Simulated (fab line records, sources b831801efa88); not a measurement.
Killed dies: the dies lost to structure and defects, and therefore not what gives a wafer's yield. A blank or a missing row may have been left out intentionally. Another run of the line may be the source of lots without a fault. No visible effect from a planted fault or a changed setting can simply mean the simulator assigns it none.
Comparing a struck lot with a sound one | flow sfq_line | 14 steps out of a route of 325
Sound: wafers L846.1, L846.3, L846.5. Wafers L852.2, L852.4 were the ones struck. Last of all comes the cause.
Order at every step that has rows: each side's tool, ch and its chambers, its first start. Under that, the readings that differ: sound wafers | struck wafers | difference of the means | sigmas: that difference in standard deviations of wafers without a fault.
alike: same words and numbers on both sides, and readings whose means sit less than 2 such deviations apart. not compared: any withheld reading, any reading some wafer has no value for, any bound like >300 that may hide the same value, and any number with overlapping values for which the record gives no deviation.
Wherever a step has rows on one side only, a row that says differs or no value, or a row with sigmas, the two part there. Numbers that don't overlap but have no deviation are shown without sigmas and don't part them. A reading missing from all wafers of one side parts the sides only when that side holds two or more wafers.

first, 2 steps without rows for these wafers: SFQ_TRILAYER_I2_VIA_STRIP_SOLV_CLEAN_072 (cleans in NMP, time 600 s); SFQ_TRILAYER_M3_DEP_PRE_CLEAN_074 (time 22.5 s).
SFQ_TRILAYER_M3_DEP_SPUTTER_073: material Nb, target thk 200 nm, time 133.3 s.
  sound on pvd_sputter-04 at day 23 13:39; struck on pvd_sputter-03 at day 25 10:43
  alike: throttle_valve_pct
SFQ_M3_RS_MEAS_919: uses a four-point probe to measure.
  sound on film_metro-03 at day 23 13:44; struck on film_metro-03 at day 25 10:50
  alike: M3_NB_RS
then, 6 steps without rows for these wafers: SFQ_TRILAYER_M3_LITHO_COAT_080 (resist thk 62 nm); SFQ_TRILAYER_M3_LITHO_COAT_075 (resist thk 600 nm); SFQ_TRILAYER_M3_LITHO_SOFTBAKE_079; SFQ_TRILAYER_M3_LITHO_EXPOSE_076 (exposes mask M3, target cd 500 nm); SFQ_TRILAYER_M3_LITHO_PEB_078 (peb time 60 s); SFQ_TRILAYER_M3_LITHO_DEVELOP_077 (time 60 s).
-- the record jumps here: 4 days lie between the struck wafers' starts before and after --
SFQ_M3_OVL_MEAS_921:
  sound on overlay-02 at day 28 10:54; struck on overlay-01 at day 29 21:38
  alike: M3_OVL
SFQ_TRILAYER_M3_BARC_OPEN_METAL_ETCH_100: etches BARC in O2, target depth 125 nm, time 41.7 s.
  sound on rie_metal-03 ch 1, day 28 10:56; struck on rie_metal-03 ch 0,1, day 29 21:40
  reading                                             | sound             | struck      | difference | sigmas
  oes_product_au (a.u.)                               | 0.681 0.685 0.688 | 0.813 0.805 | +0.124     | +28
  run_length_s (s)                                    | 69.7 69.8 70.0    | 61.8 61.4   | -8.2       | -8
  model.KrF_of_TRILAYER_M3_LITHO_COAT_075.thk_nm (nm) | 521.1 519.7 521.3 | 533.5 534   | +13.0      |
  alike: drypump_motor_current_A
  not compared: rf_hours_counter_h
SFQ_TRILAYER_M3_ETCH_METAL_ETCH_078: etches Nb in Cl2/Ar, stops on SiO2, target depth 240 nm, time 120 s.
  sound on rie_metal-03 ch 1, day 28 11:00; struck on rie_metal-03 ch 0,1, day 29 21:44
  reading                                             | sound             | struck      | difference | sigmas
  model.KrF_of_TRILAYER_M3_LITHO_COAT_075.thk_nm (nm) | 378.7 377.3 378.2 | 390.8 390.5 | +12.6      |
  alike: drypump_motor_current_A, oes_product_au, run_length_s
  not compared: rf_hours_counter_h
SFQ_TRILAYER_M3_STRIP_STRIP_079: strips in O2.
  sound on rie_metal-03 ch 1, day 28 11:07; struck on rie_metal-03 ch 0,1, day 29 21:52
  alike: drypump_motor_current_A, oes_product_au
  not compared: rf_hours_counter_h

## WHERE THEY PART
Only at SFQ_TRILAYER_M3_BARC_OPEN_METAL_ETCH_100, within this record. Later steps at which nothing parts them and some readings are alike: SFQ_TRILAYER_M3_ETCH_METAL_ETCH_078, SFQ_TRILAYER_M3_STRIP_STRIP_079.

WHY: the cause the simulator had injected
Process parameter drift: rie_metal-03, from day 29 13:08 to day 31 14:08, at SFQ_TRILAYER_M3_BARC_OPEN_METAL_ETCH_100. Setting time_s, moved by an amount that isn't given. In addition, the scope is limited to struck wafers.
